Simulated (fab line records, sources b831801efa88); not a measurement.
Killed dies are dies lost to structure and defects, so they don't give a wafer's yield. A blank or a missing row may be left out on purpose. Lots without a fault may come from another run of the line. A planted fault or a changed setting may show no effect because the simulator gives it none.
Problem report in the 8D (eight disciplines) form, filled by code | flow gf180mcu | the parts of the form that need people (team, actions taken, sign-off) are left out

1. THE PROBLEM
MVPSD_RS at GF_VT_IMPLANT_RS_MEAS_49 reads a mean of 1106 ohm/sq on 6 wafers of 2 lots; wafers without a fault read 1168 ohm/sq with a standard deviation of 3.1. That is -20 standard deviations from the usual mean.
The step: measures by four-point-probe.
First seen on wafer L716.1, day 9 23:29, on film_metro-01. The record holds 42 wafers of 14 lots with a number at this step. Rule for "out", or "out of limits": more than 4 standard deviations from the usual mean. The other wafers with a number count as sound.

2. WHAT IT IS AND WHAT IT IS NOT
question                    | is                     | is not
which readings at this step | MVPSD_RS               | -
which lots                  | L716, L717             | L708, L709, L710, L711, L712, L724, L725, L727, L728, L729, L730, L731
which wafers of those lots  | all that have a number | -
read on which gauges        | film_metro-01          | film_metro-03, film_metro-04
when                        | from day 9 23:29       | up to then (15 sound wafers); but 21 sound wafers of L724, L725, L727, L728, L729, L730, L731 came after

3. SUSPECTS, AND WHAT RULES EACH OUT
Counting: a tool at a process step up to the reading stays a suspect if it ran every lot that is out and no sound lot after the first of them.
- the gauge at GF_VT_IMPLANT_RS_MEAS_49: ruled out. All the wafers that are out were read on film_metro-01, but those of them that GF_MVPSD_IMPLANT_09 has rows for are out there too, on other tools.
- implanter-02 at GF_MVPSD_IMPLANT_09: ruled out as a lasting fault. Sound lots L729, L731 ran on it after its first lot that is out, L716 (day 7 03:44).
Left after counting: nothing in the record.

4. THE CAUSE (what the simulator had put in)
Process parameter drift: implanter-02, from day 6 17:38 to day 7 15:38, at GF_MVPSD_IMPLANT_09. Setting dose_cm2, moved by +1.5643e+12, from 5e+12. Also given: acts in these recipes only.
Counting ruled it out, wrongly: the rule takes a fault to strike every lot that its tool runs from its start on, and this one did not.

5. THE CHAIN OF EFFECTS, in route order
Each row: a reading whose mean over the struck wafers that have a number lies more than 3 standard deviations from the usual. Only readings for which the record gives a usual standard deviation are gone through. hours: the time from each lot's start at the first step in this table that gives one to its start at this step, as a median over the lots. sigmas: the change in usual standard deviations.
hours | step                     | reading            | usual       | on struck wafers | change | sigmas
0     | GF_MVPSD_IMPLANT_09      | dose_ions_cm2      | 5e+12       | 7e+12            | +2e+12 | +99 or more
0     | GF_MVPSD_IMPLANT_09      | faraday_current_uA | 28.3        | 36.9             | +8.6   | +14
68    | GF_VT_IMPLANT_RS_MEAS_49 | MVPSD_RS           | 1168 ohm/sq | 1106             | -62    | -20
The process steps in it:
- GF_MVPSD_IMPLANT_09
Later measuring or inspecting steps at which every struck wafer that the step has a row for has a number for every such reading, and none has moved that far: GF_POLY_GATE_THK_MEAS_01.

6. WHAT WOULD HAVE CAUGHT IT SOONER
In this record the first reading out of limits at a measuring or inspecting step was taken at day 9 23:29, 78 hours after the fault began at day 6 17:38.
The tool's own readings at GF_MVPSD_IMPLANT_09 were out on every struck wafer that the step has a row for (dose_ions_cm2, faraday_current_uA): an alarm limit on them would have fired on the first of those.
